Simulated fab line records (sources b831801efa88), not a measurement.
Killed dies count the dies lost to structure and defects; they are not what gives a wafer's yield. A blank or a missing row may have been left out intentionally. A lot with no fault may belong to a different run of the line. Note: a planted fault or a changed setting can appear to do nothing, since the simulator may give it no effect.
A single fault, viewed from 2 desks || flow gf180mcu || what lay behind the numbers comes last; until then each desk has only its own

## METROLOGY DESK
Lot by lot, what the gauges showed, no matter which tool ran the lot: averages of those sampled wafers that carry a number. Marked OUT: a lot whose mean sits more than 4 standard deviations from the usual mean, which makes it out of limits; the brackets give that distance.
Columns: A = cd nm at GF_M5_CD_MEAS_07, usual 280.1 nm; B = M5_OVL at GF_M5_OVL_MEAS_08, usual -2 nm
{"lot": "L788", "first seen here": "day 27 13:28", "A": 277.8, "B": 1}
{"lot": "L793", "first seen here": "day 28 17:39", "A": 280.1, "B": -10}
{"lot": "L802", "first seen here": "day 31 08:13", "A": 278.5, "B": 3}
{"lot": "L807", "first seen here": "day 32 15:46", "A": 279.1, "B": 4}
{"lot": "L808", "first seen here": "day 32 17:04", "A": 279.9, "B": 3}
This desk found nothing out of limits on any of the 5 lots.

## FOR THE TOOL OWNER'S DESK: rie diel-01
The tool's own readings at GF_M5_ETCH_09 (etches Si3N4 in CF4/O2, target depth 52 nm, time 11.6 s): means of the sampled wafers that have a number, for each lot that ran on this tool. Marked OUT: a lot whose mean sits more than 4 standard deviations from the usual mean, which makes it out of limits; the brackets give that distance.
Columns: A = drypump motor current A at GF_M5_ETCH_09, usual 5.9 A; B = oes product au at GF_M5_ETCH_09, usual 0.999 a.u.; C = throttle valve pct at GF_M5_ETCH_09, usual 5.971 %
{"lot": "L788", "first seen here": "day 27 13:36", "A": 5.4, "B": 0.998, "C": 5.969}
{"lot": "L802", "first seen here": "day 31 08:21", "A": 5.3, "B": 1.013, "C": 5.972}
This desk found nothing out of limits on any of the 2 lots.

## TAKEN TOGETHER
From the metrology desk's view, nothing was out of limits.
The tool owner's desk saw nothing out of limits.

## WHAT WAS PUT IN BY THE SIMULATOR
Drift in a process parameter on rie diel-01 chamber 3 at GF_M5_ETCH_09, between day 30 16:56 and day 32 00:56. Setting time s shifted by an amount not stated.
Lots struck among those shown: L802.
